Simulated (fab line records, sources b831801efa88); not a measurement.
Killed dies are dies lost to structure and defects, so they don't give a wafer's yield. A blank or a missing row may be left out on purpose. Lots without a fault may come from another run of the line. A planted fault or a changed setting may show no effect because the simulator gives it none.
Chamber matching | flow sky130 | SKY_VIA3_CMP_02 on cmp-02: 4 sister chambers
The step polishes SiO2. 30 wafers are shown with their chamber, then 12 later ones without.

WAFERS WITH THEIR CHAMBER
wafer  | chamber | motor_current_A (A) | slurry_flow_ml_min
L075.4 | 3       | 13.0                | 149.9
L075.5 | 0       | 13.1                | 150.4
L075.6 | 3       | 12.9                | 150.6
L076.1 | 3       | 12.8                | 150.5
L076.3 | 1       | 12.6                | 149.1
L076.5 | 2       | 11.1                | 150.2
L080.2 | 2       | 11.0                | 149.9
L080.3 | 1       | 12.3                | 150.3
L080.6 | 3       | 12.9                | 149.6
L083.2 | 0       | 12.9                | 149.4
L083.4 | 3       | 13.3                | 149.9
L083.6 | 3       | 12.7                | 149.5
L082.1 | 1       | 12.4                | 149.6
L082.3 | 3       | 13.4                | 150.4
L082.6 | 1       | 12.7                | 150.0
L084.1 | 3       | 12.6                | 150.1
L084.5 | 3       | 12.5                | 149.7
L084.6 | 0       | 14.0                | 149.6
L085.1 | 3       | 12.7                | 150.7
L085.5 | 3       | 12.7                | 150.8
L085.6 | 0       | 14.0                | 150.2
L086.1 | 0       | 14.5                | 149.9
L086.2 | 3       | 12.2                | 149.8
L086.5 | 2       | 12.0                | 150.1
L088.1 | 2       | 10.7                | 150.3
L088.2 | 0       | 13.4                | 150.6
L088.4 | 1       | 12.8                | 150.5
L090.1 | 3       | 12.8                | 149.4
L090.4 | 2       | 11.2                | 150.5
L090.6 | 2       | 11.4                | 150.4

SIGNATURES (means of the wafers above)
reading            | chamber 0 | chamber 1 | chamber 2 | chamber 3 | scatter within a chamber
motor_current_A    | 13.650    | 12.560    | 11.233    | 12.808    | 0.403
slurry_flow_ml_min | 150.017   | 149.900   | 150.233   | 150.069   | 0.454
Rule: a wafer's distance from a chamber is the root of the sum, over the readings, of the square of ((its reading less the chamber's mean) divided by the reading's scatter). The wafer belongs to the nearest chamber; if the next one is less than 2 further off, it can't be placed. The scatter: the root of (the sum of the squares of (reading less its chamber's mean) over the shown wafers, divided by (wafers less chambers)).

WAFERS WITHOUT THEIR CHAMBER
wafer  | motor_current_A (A) | slurry_flow_ml_min
L093.1 | 11.6                | 150.1
L093.2 | 13.2                | 150.7
L093.5 | 11.6                | 149.7
L095.2 | 11.0                | 149.5
L095.3 | 12.4                | 149.8
L095.5 | 10.7                | 150.0
L096.2 | 12.9                | 149.4
L096.3 | 11.1                | 150.2
L096.5 | 12.7                | 149.4
L097.1 | 14.2                | 149.8
L097.5 | 11.2                | 149.3
L097.6 | 12.2                | 149.8

WHICH CHAMBER EACH WENT THROUGH
wafer  | from the rows above          | in truth
L093.1 | can't be placed: 2 or 1      | 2
L093.2 | can't be placed: 3 or 0 or 1 | 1
L093.5 | can't be placed: 2 or 1 or 3 | 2
L095.2 | 2                            | 2
L095.3 | can't be placed: 1 or 3      | 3
L095.5 | 2                            | 2
L096.2 | can't be placed: 1 or 3 or 0 | 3
L096.3 | 2                            | 2
L096.5 | can't be placed: 1 or 3 or 0 | 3
L097.1 | 0                            | 0
L097.5 | can't be placed: 2 or 1      | 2
L097.6 | can't be placed: 1 or 3 or 2 | 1
Placed correctly: 4 of 12. Can't be placed from these rows: 8 (the true chamber is among the candidates in 8). Placed wrongly: 0.
